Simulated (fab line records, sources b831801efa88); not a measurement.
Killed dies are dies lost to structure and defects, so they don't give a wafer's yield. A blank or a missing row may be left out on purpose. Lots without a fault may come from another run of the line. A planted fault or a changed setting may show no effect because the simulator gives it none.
One fault seen from 2 desks | flow sky130 | each desk has only its own numbers; what lay behind them comes last

THE TOOL OWNER'S DESK: rie_diel-04
The tool's own readings at SKY_VIA1_ETCH_14 (etches BARC in N2/H2, stops on SiO2, time 45.9 s, target depth 60 nm): means of the sampled wafers that have a number, for each lot that ran on this tool. A lot is out of limits, marked OUT, if its mean lies more than 4 standard deviations from the usual mean; the brackets give that distance.
Columns: A = chamber_pressure_mTorr at SKY_VIA1_ETCH_14, usual 30.00 mTorr; B = drypump_motor_current_A at SKY_VIA1_ETCH_14, usual 5.6 A; C = oes_product_au at SKY_VIA1_ETCH_14, usual 0.855 a.u.; D = throttle_valve_pct at SKY_VIA1_ETCH_14, usual 13.225 %
lot  | first seen here | A     | B   | C     | D
L241 | day 32 01:49    | 30.01 | 5.8 | 0.856 | 13.230
L245 | day 32 23:41    | 30.01 | 5.6 | 0.860 | 13.218
L247 | day 33 22:13    | 30.00 | 5.8 | 0.853 | 13.228
L249 | day 34 01:43    | 30.01 | 5.8 | 0.854 | 13.229
L251 | day 34 17:35    | 29.99 | 5.8 | 0.856 | 13.231
L259 | day 43 19:43    | 30.01 | 5.8 | 0.856 | 13.221
L260 | day 44 02:20    | 30.02 | 5.8 | 0.855 | 13.221
L262 | day 44 03:41    | 29.98 | 5.8 | 0.856 | 13.218
This desk's finding: nothing out of limits on any of the 8 lots.

THE METROLOGY DESK
What the gauges read, lot by lot, whatever tool the lot ran on: means of the sampled wafers that have a number. A lot is out of limits, marked OUT, if its mean lies more than 4 standard deviations from the usual mean; the brackets give that distance.
Columns: A = METAL4_OVL at SKY_METAL4_OVL_MEAS_14, usual -2 nm; B = PAD_OPEN_BOW at SKY_PAD_OPEN_BOW_MEAS_13, usual 47 um
lot  | first seen here | A  | B
L240 | day 40 01:14    | -5 | 36
L241 | day 40 02:34    | -4 | 44
L245 | day 40 23:49    | -4 | 62
L246 | day 41 13:50    | 1  | 36
L247 | day 41 23:31    | -0 | 52
L249 | day 42 00:49    | -5 | 50
L248 | day 42 02:04    | -6 | 51
L251 | day 42 16:13    | 1  | 44
L259 | day 49 14:38    | 1  | 46
L260 | day 49 20:37    | 14 | 47
L262 | day 49 21:19    | 4  | 42
This desk's finding: nothing out of limits on any of the 11 lots.

PUT TOGETHER
The tool owner's desk saw nothing out of limits.
The metrology desk saw nothing out of limits.

WHAT THE SIMULATOR HAD PUT IN
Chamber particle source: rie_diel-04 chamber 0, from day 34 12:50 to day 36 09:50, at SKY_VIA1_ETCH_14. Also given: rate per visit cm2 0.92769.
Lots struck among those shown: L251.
